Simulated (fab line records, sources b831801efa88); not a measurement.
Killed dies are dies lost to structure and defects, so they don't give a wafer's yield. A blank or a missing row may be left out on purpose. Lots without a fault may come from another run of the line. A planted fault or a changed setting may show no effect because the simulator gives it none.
Which tool did it? | flow gf180mcu | 12 lots, 36 wafers sampled, at 2 steps of a route of 602

WHAT THE GAUGES READ, wafer by wafer
GF_HV_LDD_TW_MEAS_23.
lot  | measured     | on            | HV_LDD_2_TW
L660 | day 10 19:54 | film_metro-04 | 1052 1053 1054
L662 | day 11 19:25 | film_metro-02 | 1051 1049 1047
L666 | day 12 18:12 | film_metro-02 | 1055 1056 1062
L670 | day 14 01:34 | film_metro-03 | 1050 1052 1050
L671 | day 14 08:51 | film_metro-04 | 1052 1054 1048
L672 | day 14 17:16 | film_metro-02 | 1046 1043 1052
L673 | day 14 21:27 | film_metro-02 | 1057 1052 1051
L674 | day 15 04:49 | film_metro-03 | 1050 1054 1057
L676 | day 15 21:36 | film_metro-03 | 1105 1110 1109
L677 | day 16 02:32 | film_metro-03 | 1049 1048 1048
L678 | day 16 08:58 | film_metro-04 | 1110 1112 1118
L679 | day 16 18:11 | film_metro-02 | 1113 1116 1120

WHICH TOOL RAN EACH LOT (tool, then ch and the chambers of the sampled wafers, then the start)
lot  | GF_HV_LDD_IMPLANT_21
L660 | implanter-03 ch 0, day 10 19:41
L662 | implanter-03 ch 0, day 11 19:11
L666 | implanter-04 ch 0, day 12 17:59
L670 | implanter-01 ch 0, day 14 01:20
L671 | implanter-04 ch 0, day 14 08:36
L672 | implanter-04 ch 0, day 14 17:02
L673 | implanter-03 ch 0, day 14 21:12
L674 | implanter-04 ch 0, day 15 04:36
L676 | implanter-04 ch 0, day 15 21:20
L677 | implanter-03 ch 0, day 16 02:17
L678 | implanter-04 ch 0, day 16 08:43
L679 | implanter-04 ch 0, day 16 17:58
- GF_HV_LDD_IMPLANT_21

WHAT THE TOOLS THEMSELVES READ (means of the sampled wafers that have a number; where no wafer has one, the mark that the record gives instead)
GF_HV_LDD_IMPLANT_21.
lot  | tool         | beam_energy_keV
L660 | implanter-03 | 25.004
L662 | implanter-03 | 25.006
L666 | implanter-04 | 24.996
L670 | implanter-01 | 25.007
L671 | implanter-04 | 24.995
L672 | implanter-04 | 24.999
L673 | implanter-03 | 25.001
L674 | implanter-04 | 24.993
L676 | implanter-04 | 30.663
L677 | implanter-03 | 25.004
L678 | implanter-04 | 30.679
L679 | implanter-04 | 30.660

THE ANSWER, worked out from the rows above alone
Rule: what is usual is taken from the lots themselves. Put in order of their means at a reading, lots are off if they are a third of the lots or fewer, leave a main group of 4 or more, and stand apart from it by a gap of 3 or more times the standard deviation of the main group's means; of several such gaps the widest counts. A main group whose means are all the same, to the digits that the tables above print for the reading, isn't used. A lot without any number at a reading at which 4 lots or more have one is off too. The other lots that the step has rows for count as sound. The gauges are gone through in route order, then the tools' own readings, and for those a lot's mean is taken as printed above. The first step at which some lot is off is used, and at that step the reading that is off furthest; a lot without a number counts as furthest.
Off: L676, L678, L679, at GF_HV_LDD_TW_MEAS_23 (HV_LDD_2_TW). The main group: mean 1052, standard deviation 3.1.
A tool fits if, at a process step before that reading, it ran every lot that is off, and no sound lot after the first of them. The gauges at GF_HV_LDD_TW_MEAS_23 aren't tried: what is off there is off at GF_HV_LDD_IMPLANT_21 too, on other tools, and a gauge's error can't cause that. One fits: implanter-04 at GF_HV_LDD_IMPLANT_21. Its last sound lot is L674 (day 15 04:36), its first lot that is off L676 (day 15 21:20): a fault that began between those two fits.
The tool's own readings at GF_HV_LDD_IMPLANT_21 bear it out: on the lots that are off they differ by more than 5 times the standard deviation of the sound lots' means. beam_energy_keV reads 30.667 there against 25.001 on the sound lots.

WHAT THE SIMULATOR HAD PUT IN
Process parameter drift: implanter-04, from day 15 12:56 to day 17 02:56, at GF_HV_LDD_IMPLANT_21. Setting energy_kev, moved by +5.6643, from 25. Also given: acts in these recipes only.
Lots struck among those shown: L676, L678, L679. The rule above found the same.
